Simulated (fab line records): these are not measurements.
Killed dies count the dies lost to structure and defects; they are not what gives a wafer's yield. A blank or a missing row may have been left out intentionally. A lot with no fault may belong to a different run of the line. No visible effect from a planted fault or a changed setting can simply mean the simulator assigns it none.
A lot that was struck, set against a sound lot -- flow sky130 -- 29 steps out of a route of 708
Sound: the wafers L691.1, L691.3, L691.5. Struck: wafer L702.4. (L702.1, L702.6 of the same lot were not struck and are left out.) The cause comes at the end.
At each step with rows: each side's tool, then ch and its chambers, then its first start. Under that, the readings that differ: sound wafers -- struck wafers -- difference of the means -- sigmas: that difference in standard deviations of wafers without a fault.
alike: words and numbers the same on both sides, and readings whose means are apart by under 2 such deviations; not compared: readings that were withheld, readings missing a value for some wafer, numbers with overlapping values and no deviation given by the record, and bounds like >300 which may hide the same value.
A row with sigmas, a row that says differs or no value, or rows on one side alone: a step with any of these is where the two part. Non-overlapping numbers with no deviation appear without sigmas and do not part them. Lack of a reading on every wafer of one side parts them only where that side has two or more wafers.

first, 1 step without rows for these wafers: SKY_METAL5_CLEAN_19 (cleans in O3/DIW).
SKY_PASSIVATION_CVD_00: deposits SiO2, target thk 90 nm.
  sound on pecvd-01 ch 2, day 43 20:18; struck on pecvd-02 ch 2, day 46 17:32
  alike: heater power w
SKY_PASSIVATION_THK_MEAS_01:
  sound on film metro-01, day 43 20:20; struck on film metro-02, day 46 17:33
reading,sound,struck,difference,sigmas
PASSIVATION_CVD_00_THK (nm),89.6 92.1 91.9,88.3,-2.9,-3
SKY_PASSIVATION_CVD_02: deposits Si3N4, target thk 540 nm.
  sound on pecvd-03 ch 0,2, day 43 20:23; struck on pecvd-01 ch 0, day 46 17:37
reading,sound,struck,difference,sigmas
heater power w (W),595 562 626,819,+225,+2
SKY_PASSIVATION_THK_MEAS_03:
  sound on film metro-04, day 43 20:37; struck on film metro-04, day 46 17:50
  alike: PASSIVATION_CVD_02_THK
then, 7 steps without rows for these wafers: SKY_PASSIVATION_DEHYDRATE_04 (time 60 s); SKY_PASSIVATION_HMDS_05 (prime time 60 s); SKY_PASSIVATION_COAT_06 (resist thk 3000 nm); SKY_PASSIVATION_SOFTBAKE_07; SKY_PASSIVATION_EXPOSE_08 (exposes mask NSM, target cd 3000 nm); SKY_PASSIVATION_PEB_09; SKY_PASSIVATION_DEVELOP_10 (develop time 60 s).
SKY_PASSIVATION_ETCH_11: etches the open film in CF4/O2, stops on AlCu, target depth 725 nm, time 161.1 s.
  sound on rie diel-03 ch 0,2, day 44 18:42; struck on rie diel-04 ch 3, day 47 14:23
reading,sound,struck,difference,sigmas
cf4 flow sccm (sccm),80.05 79.95 79.80,80.56,+0.63,+3
  alike: drypump motor current A, oes product au, throttle valve pct
  not compared: rf hours counter h
SKY_PASSIVATION_STRIP_12: strips in O2/N2.
  sound on plasma asher-02 ch 0,1, day 44 18:48; struck on plasma asher-02 ch 1, day 47 14:30
  alike: drypump motor current A, oes product au, strip time to endpoint s
  not compared: rf hours counter h
then, 7 steps without rows for these wafers: SKY_PAD_OPEN_DEHYDRATE_00 (time 60 s); SKY_PAD_OPEN_HMDS_01 (prime time 60 s); SKY_PAD_OPEN_COAT_02 (resist thk 3000 nm); SKY_PAD_OPEN_SOFTBAKE_03; SKY_PAD_OPEN_EXPOSE_04 (exposes mask PDM, target cd 60000 nm); SKY_PAD_OPEN_PEB_05; SKY_PAD_OPEN_DEVELOP_06 (develop time 60 s).
SKY_PAD_OPEN_ETCH_07: etches the open film in CF4/O2, stops on AlCu, target depth 725 nm, time 161.1 s.
  sound on rie diel-01 ch 1,2, day 45 16:09; struck on rie diel-02 ch 2, day 48 08:43
  alike: cf4 flow sccm, drypump motor current A, oes product au, throttle valve pct
  not compared: rf hours counter h
SKY_PAD_OPEN_STRIP_08: strips in O2/N2.
  sound on plasma asher-04 ch 0,1, day 45 16:16; struck on plasma asher-01 ch 1, day 48 08:49
  alike: drypump motor current A, oes product au
  not compared: rf hours counter h
then, 4 steps without rows for these wafers: SKY_PAD_OPEN_STRIP_09 (strips in post etch residue remover, time 1200 s); SKY_PAD_OPEN_CLEAN_10 (cleans in IPA, time 180 s); SKY_PAD_OPEN_CLEAN_11 (cleans in O3/DIW); SKY_PAD_OPEN_ANNEAL_12.
SKY_PAD_OPEN_BOW_MEAS_13:
  sound on film metro-01, day 45 18:21; struck on film metro-04, day 48 11:08
  alike: PAD_OPEN_BOW
SKY_PAD_OPEN_PROBE_99:
  sound on prober-02, day 45 18:28; struck on prober-02, day 48 11:25
reading,sound,struck,difference,sigmas
defect limited yield (%),81.5 83.7 83.5,77.6,-5.3,-3
killed_at_M4_up,4 7 7,2,-4,-2
killed at other,0 0 0,27,+27,+47
killed dies,91 80 81,110,+26,+3
killed on rim,20 16 15,31,+14,+4
sort_bin_3_pad_short (%),1.6 0.6 0.4,1.8,+0.9,+2
sort_bin_5_function (%),11.2 10.8 11.6,14.4,+3.2,+2
sort n pass,401 412 411,382,-26,-3
sort yield pct (%),81.5 83.7 83.5,77.6,-5.3,-3
model.etest.tester.sort n pass,401 412 411,382,-26,
model.etest.tester.sort yield pct (%),81.5 83.74 83.54,77.64,-5.29,
model.etest.tester.sort_bin_5_pct (%),11.18 10.77 11.59,14.43,+3.25,
model.etest.tester.sort_bin_3_pct (%),1.626 0.6098 0.4065,1.829,+0.948,
  alike: killed_at_M0_to_M3, killed at contacts, killed at front end, killed open, killed short, sort_bin_6_memory

== WHERE THEY PART ==
Last at SKY_PAD_OPEN_PROBE_99 as far as this record goes, first at SKY_PASSIVATION_THK_MEAS_01.

WHY: what had been put in by the simulator
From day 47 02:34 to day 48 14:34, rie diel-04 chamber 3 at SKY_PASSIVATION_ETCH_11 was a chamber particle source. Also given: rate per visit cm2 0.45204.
